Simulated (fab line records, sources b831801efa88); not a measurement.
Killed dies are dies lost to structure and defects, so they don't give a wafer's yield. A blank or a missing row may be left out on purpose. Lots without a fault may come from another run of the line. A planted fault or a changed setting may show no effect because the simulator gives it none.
fab line records | flow sky130
record lots=6 wafers=18 last_day=49
route steps=708 shown LDD_N@239 PAD_OPEN@708
lots that met no fault: from a run of the same line without faults
start_h: hours from the record's first day to the start of the lot's first wafer shown | wait_h: hours since the lot's step before | " the same as in the row above | L1.1+2: a row that stands for several wafers | - no value, or no start given | * or withheld: withheld | < > ~ a bound
route shown NAME@n: a module of which the file shows steps, and the number in the route of the first | usual: mean/standard deviation of fault-free wafers | same: alike in all rows | chamber/n: place in a boat | sites: the reading at each site | _std_site: their standard deviation | _edge_site: outer sites' mean less inner sites' | radius_mm: how far each site lies from the wafer's centre | mask NAME#n: copy n | behind: the tool/chamber that last shaped the wafer | hold: why the lot was held/for how many hours/how that ended | device: the transistor (n, p or np) that didn't switch | end of line: the same wafers' tests at the end of the route | a step without rows: its recipe alone | killed: dies lost to structure and defects at the first sort, not the wafer's yield | map: a wafer's dies, x killed, . not, _ none there
set.NAME: the setting as run; set.NAME@STEP: as run at that earlier step | model.NAME: the simulator's own value behind a step, which no gauge read
lots at some steps of the route; a table a step, a row a wafer
services: from which hour (start_h, from the record's first day; less than 0 if before it) a tool's chamber was out of use, for how many hours, and why
## steps
# step SKY_LDD_N_COAT_02
# recipe resist=NOVOLAK spin_rpm=3000 resist_thk_nm=300
# step SKY_LDD_N_SOFTBAKE_03
# recipe temp_c=90 time_s=60 resist=NOVOLAK
# step SKY_LDD_N_EXPOSE_04
# recipe mask_id=NTM target_cd_nm=840 na=0.6 source_shape=conventional sigma_outer=0.6 dose_mj=110
# step SKY_LDD_N_PEB_05
# recipe temp_c=withheld time_s=* resist=NOVOLAK
# step SKY_LDD_N_DEVELOP_06
# recipe develop_time_s=60 dev_temp_c=23
# step SKY_LDD_N_OVL_MEAS_07
# usual LDD_N_OVL=0.5/1.3
# columns lot.wafer tool chamber start_h wait_h LDD_N_OVL[nm]
L960.1 overlay-01 - 412.43 0.1 1.2
L960.4 " - " " 2.6
L960.5 " - " " 3.0
L964.1 overlay-01 - 450.18 0.1 1.4
L964.3 " - " " 0.9
L964.6 " - " " -0.6
L973.1 overlay-02 - 523.29 0.1 -2.3
L973.2 " - " " -2.8
L973.5 " - " " 0.6
L974.1 overlay-01 - 534.63 0.1 1.1
L974.2 " - " " 0.4
L974.6 " - " " 0.4
L978.1 overlay-02 - 568.68 0.1 0.1
L978.2 " - " " -1.0
L978.4 " - " " 0.9
L979.4 overlay-02 - 576.45 0.1 -0.7
L979.5 " - " " -1.5
L979.6 " - " " -2.0
# step SKY_LDD_N_IMPLANT_08
# recipe species=As energy_kev=20 dose_cm2=7.5e+13 tilt_deg=withheld rotation_deg=23
# step SKY_LDD_N_IMPLANT_09
# recipe species=As energy_kev=20 dose_cm2=7.5e+13 tilt_deg=withheld rotation_deg=113
# step SKY_LDD_N_IMPLANT_10
# recipe species=As energy_kev=20 dose_cm2=7.5e+13 tilt_deg=withheld rotation_deg=203
# step SKY_LDD_N_IMPLANT_11
# recipe species=As energy_kev=20 dose_cm2=7.5e+13 tilt_deg=withheld rotation_deg=293
# step SKY_LDD_N_IMPLANT_12
# recipe species=BF2 energy_kev=50 dose_cm2=5e+12 tilt_deg=30 rotation_deg=0
# step SKY_LDD_N_IMPLANT_13
# recipe species=BF2 energy_kev=50 dose_cm2=5e+12 tilt_deg=30 rotation_deg=90
# step SKY_LDD_N_IMPLANT_14
# recipe species=BF2 energy_kev=50 dose_cm2=5e+12 tilt_deg=30 rotation_deg=180
# usual dose_ions_cm2=5.001e+12/5.5e+09 faraday_current_uA=28.2/0.56
# same implant_ion_amu=49
# columns lot.wafer tool chamber start_h wait_h dose_ions_cm2 faraday_current_uA
L960.1 implanter-04 0 413.37 0.1 4.991e+12 27.8
L960.4 " 0 " " 4.99e+12 27.7
L960.5 " 0 " " 4.996e+12 27.3
L964.1 implanter-03 0 451.12 0.1 5.003e+12 27.8
L964.3 " 0 " " 5.004e+12 28.6
L964.6 " 0 " " 5.005e+12 28.8
L973.1 implanter-04 0 524.23 0.1 7.443e+12 42.1
L973.2 " 0 " " 7.437e+12 41.1
L973.5 " 0 " " 7.439e+12 41.6
L974.1 implanter-04 0 535.57 0.1 7.438e+12 41.1
L974.2 " 0 " " 7.442e+12 41.7
L974.6 " 0 " " 7.433e+12 43.0
L978.1 implanter-02 0 569.62 0.1 5e+12 27.1
L978.2 " 0 " " 4.996e+12 28.2
L978.4 " 0 " " 5.002e+12 28.5
L979.4 implanter-02 0 577.44 0.1 4.999e+12 28.4
L979.5 " 0 " " 5e+12 28.8
L979.6 " 0 " " 5.007e+12 27.3
# step SKY_LDD_N_IMPLANT_15
# recipe species=BF2 energy_kev=50 dose_cm2=5e+12 tilt_deg=30 rotation_deg=270
# step SKY_PAD_OPEN_PROBE_99
# usual killed_at_M0_to_M3=45/6.8 killed_at_M4_up=3.0/1.7 killed_at_contacts=25/5.7 killed_at_front_end=15/4.6 killed_at_other=0.3/0.66 killed_dies=88/9.5 killed_on_rim=17/3.6 killed_open=48/7.3 killed_short=39/6.5
# same gross_dies=492 killed_at_back_side=0
# columns lot.wafer tool chamber start_h wait_h killed_at_M0_to_M3 killed_at_M4_up killed_at_contacts killed_at_front_end killed_at_other killed_dies killed_on_rim killed_open killed_short model.etest.tip_n.rs_ohm_sq model.etest.nfet_01v8_swapped.vt_sat_v model.etest.nfet_01v8_lvt.vt_v model.etest.nfet_01v8_swapped.vt_v model.etest.nfet_01v8.vt_v
L960.1 prober-02 - 1081.84 0.1 56 4 32 7 0 99 11 57 42 445.6 0.6662 0.6285 0.7187 0.7186
L960.4 prober-02 - 1081.99 0.2 53 1 24 16 0 94 18 59 35 442.3 0.6771 0.6317 0.7227 0.7222
L960.5 prober-02 - 1082.04 0.2 45 2 24 19 0 90 16 44 46 440.1 0.6699 0.6242 0.723 0.7234
L964.1 prober-01 - 1108.15 0.1 52 0 30 17 0 99 20 51 48 436.8 0.6518 0.6201 0.7027 0.7025
L964.3 prober-01 - 1108.25 0.2 46 3 27 21 0 97 17 52 45 439.6 0.6484 0.6086 0.7009 0.7011
L964.6 prober-01 - 1108.40 0.2 46 4 19 17 1 87 20 50 37 440 0.6459 0.6066 0.6934 0.6932
L973.1 prober-02 - 1154.10 0.1 45 3 19 12 0 79 12 47 32 451.1 0.6715 0.613 0.7055 0.7043
L973.2 prober-02 - 1154.15 0.1 34 3 37 12 2 88 23 50 38 456 0.6699 0.6162 0.6995 0.6978
L973.5 prober-02 - 1154.30 0.2 40 2 32 15 0 89 21 45 43 452.1 0.6731 0.6225 0.7042 0.7026
L974.1 prober-01 - 1158.50 0.1 39 8 27 18 3 95 15 49 46 446.4 0.6805 0.6268 0.715 0.7138
L974.2 prober-01 - 1158.55 0.1 42 4 18 8 0 72 17 35 37 451.2 0.6805 0.628 0.7139 0.7131
L974.6 prober-01 - 1158.75 0.2 44 3 18 17 0 82 9 40 42 447.8 0.695 0.6453 0.7262 0.7247
L978.1 prober-01 - 1181.65 0.1 39 2 27 19 0 87 15 56 31 446.8 0.6541 0.6131 0.7023 0.7018
L978.2 prober-01 - 1181.70 0.1 46 2 22 15 0 85 18 42 43 441.7 0.6404 0.6028 0.6927 0.6933
L978.4 prober-01 - 1181.80 0.2 34 3 25 9 1 72 11 41 30 440.9 0.6511 0.611 0.7024 0.7026
L979.4 prober-02 - 1186.06 0.2 43 3 25 13 0 84 16 50 34 443 0.6669 0.6189 0.7124 0.7122
L979.5 prober-02 - 1186.11 0.2 50 3 33 12 0 98 23 59 37 439.7 0.6453 0.607 0.7023 0.7028
L979.6 prober-02 - 1186.16 0.2 38 1 37 7 0 83 11 51 31 443.4 0.6534 0.6107 0.7028 0.7019
# killed by level:class
L960.1 VIA1:geometric_particle:open=20 CONTACT:geometric_particle:open=12 VIA1:geometric_particle:short=11 LI_CONTACT:geometric_particle:open=9 VIA2:geometric_particle:open=7 LOCAL_INTERCONNECT:geometric_particle:short=5 CONTACT:geometric_particle:short=5 METAL1:geometric_particle:short=5
L960.4 VIA1:geometric_particle:open=14 LI_CONTACT:geometric_particle:open=11 VIA2:geometric_particle:open=9 METAL2:geometric_particle:short=8 VIA3:geometric_particle:open=7 CONTACT:geometric_particle:open=6 METAL1:geometric_particle:short=5 LOCAL_INTERCONNECT:geometric_particle:short=4
L960.5 VIA1:geometric_particle:open=11 CONTACT:geometric_particle:open=10 FIELD_ISO:geometric_particle:short=7 METAL2:geometric_particle:short=6 LI_CONTACT:geometric_particle:open=6 VIA2:geometric_particle:short=6 VIA2:geometric_particle:open=6 LI_CONTACT:geometric_particle:short=5
L964.1 VIA1:geometric_particle:open=10 VIA2:geometric_particle:open=8 CONTACT:geometric_particle:open=8 METAL2:geometric_particle:short=7 LI_CONTACT:geometric_particle:open=7 CONTACT:geometric_particle:short=7 VIA3:geometric_particle:short=6 VIA3:geometric_particle:open=6
L964.3 LI_CONTACT:geometric_particle:open=9 CONTACT:geometric_particle:open=8 VIA1:geometric_particle:open=8 VIA1:geometric_particle:short=7 VIA2:geometric_particle:open=7 POLY_GATE:geometric_particle:open=5 CONTACT:geometric_particle:short=5 VIA2:geometric_particle:short=5
L964.6 VIA1:geometric_particle:open=9 VIA1:geometric_particle:short=8 VIA2:geometric_particle:open=8 FIELD_ISO:geometric_particle:open=5 POLY_GATE:geometric_particle:open=5 CONTACT:geometric_particle:short=5 LI_CONTACT:geometric_particle:open=5 CONTACT:geometric_particle:open=5
L973.1 VIA2:geometric_particle:open=10 VIA3:geometric_particle:open=9 VIA1:geometric_particle:open=8 LI_CONTACT:geometric_particle:open=6 FIELD_ISO:geometric_particle:short=5 CONTACT:geometric_particle:open=5 VIA1:geometric_particle:short=4 METAL1:geometric_particle:short=4
L973.2 CONTACT:geometric_particle:open=12 VIA1:geometric_particle:open=11 LOCAL_INTERCONNECT:geometric_particle:short=10 LI_CONTACT:geometric_particle:open=8 FIELD_ISO:geometric_particle:short=4 METAL1:geometric_particle:short=4 METAL3:geometric_particle:short=4 METAL2:geometric_particle:short=4
L973.5 VIA1:geometric_particle:open=9 CONTACT:geometric_particle:short=8 CONTACT:geometric_particle:open=8 LI_CONTACT:geometric_particle:open=7 LOCAL_INTERCONNECT:geometric_particle:short=6 METAL1:geometric_particle:short=6 FIELD_ISO:geometric_particle:open=5 POLY_GATE:geometric_particle:short=5
L974.1 LI_CONTACT:geometric_particle:open=8 VIA1:geometric_particle:open=8 CONTACT:geometric_particle:open=7 CONTACT:geometric_particle:short=6 METAL1:geometric_particle:short=6 VIA3:geometric_particle:open=5 METAL2:geometric_particle:short=5 FIELD_ISO:geometric_particle:short=4
L974.2 VIA3:geometric_particle:open=10 METAL1:geometric_particle:short=9 CONTACT:geometric_particle:short=7 VIA1:geometric_particle:open=5 CONTACT:geometric_particle:open=5 VIA2:geometric_particle:open=5 METAL2:geometric_particle:short=5 FIELD_ISO:geometric_particle:open=3
L974.6 VIA3:geometric_particle:open=9 VIA1:geometric_particle:open=8 CONTACT:geometric_particle:open=8 METAL2:geometric_particle:short=7 FIELD_ISO:geometric_particle:short=6 VIA2:geometric_particle:short=6 CONTACT:geometric_particle:short=5 FIELD_ISO:geometric_particle:open=4
L978.1 VIA1:geometric_particle:open=11 LI_CONTACT:geometric_particle:open=10 CONTACT:geometric_particle:open=8 FIELD_ISO:geometric_particle:short=6 VIA3:geometric_particle:open=6 VIA2:geometric_particle:open=6 METAL1:geometric_particle:short=5 CONTACT:geometric_particle:short=5
L978.2 METAL1:geometric_particle:short=10 LI_CONTACT:geometric_particle:open=9 VIA3:geometric_particle:open=7 FIELD_ISO:geometric_particle:short=6 VIA2:geometric_particle:open=6 CONTACT:geometric_particle:short=6 FIELD_ISO:geometric_particle:open=5 VIA1:geometric_particle:short=5
L978.4 LI_CONTACT:geometric_particle:open=8 CONTACT:geometric_particle:open=8 VIA2:geometric_particle:open=7 VIA3:geometric_particle:open=5 VIA1:geometric_particle:open=5 METAL2:geometric_particle:short=5 VIA2:geometric_particle:short=4 FIELD_ISO:geometric_particle:short=3
L979.4 CONTACT:geometric_particle:open=13 VIA1:geometric_particle:open=10 METAL1:geometric_particle:short=6 CONTACT:geometric_particle:short=5 VIA3:geometric_particle:open=5 LI_CONTACT:geometric_particle:open=4 VIA2:geometric_particle:open=4 POLY_GATE:geometric_particle:short=3
L979.5 CONTACT:geometric_particle:open=12 VIA1:geometric_particle:open=12 LI_CONTACT:geometric_particle:open=10 VIA2:geometric_particle:open=9 VIA2:geometric_particle:short=6 CONTACT:geometric_particle:short=4 VIA1:geometric_particle:short=4 METAL2:geometric_particle:short=4
L979.6 CONTACT:geometric_particle:open=15 VIA1:geometric_particle:open=9 CONTACT:geometric_particle:short=9 LI_CONTACT:geometric_particle:open=7 VIA3:geometric_particle:open=7 LOCAL_INTERCONNECT:geometric_particle:short=5 VIA2:geometric_particle:open=5 METAL2:geometric_particle:open=3
## services
# columns tool chamber start_h hours kind
implanter-04 - 423.11 11.6 repair
implanter-03 - 494.88 80.7 pm
implanter-02 - 521.89 2.9 repair
implanter-02 - 556.36 4.4 pm
implanter-04 - 567.74 1.7 repair
implanter-03 - 575.57 2.2 pm
## key
first_sign step=SKY_LDD_N_IMPLANT_14 reading=dose_ions_cm2 direction=up sigmas=99+ usual=* struck=*
effect step=SKY_LDD_N_IMPLANT_14 reading=faraday_current_uA direction=up sigmas=24 usual=28.2 struck=41.8
model_effect step=SKY_PAD_OPEN_PROBE_99 value=etest.tip_n.rs_ohm_sq without=445.7 struck=450.8
met_at SKY_LDD_N_IMPLANT_14
struck_wafers L973.1,L973.2,L973.5,L974.1,L974.2,L974.6
tester_left_out L973,L974
onset_between 413.37 524.23
fault kind=process_parameter_drift tool=implanter-04 chamber=- onset_h=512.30 steps=SKY_LDD_N_IMPLANT_14 channel=dose_cm2 offset=* shape=step end_h=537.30 acts_in=* stated=*
# tester_left_out: of these lots the tester's yield and bins aren't shown, on N5 and GAA mostly nor the transistor test; their killed dies are dies lost to structure and defects alone, not to doping, threshold or leakage, so they don't give the yield
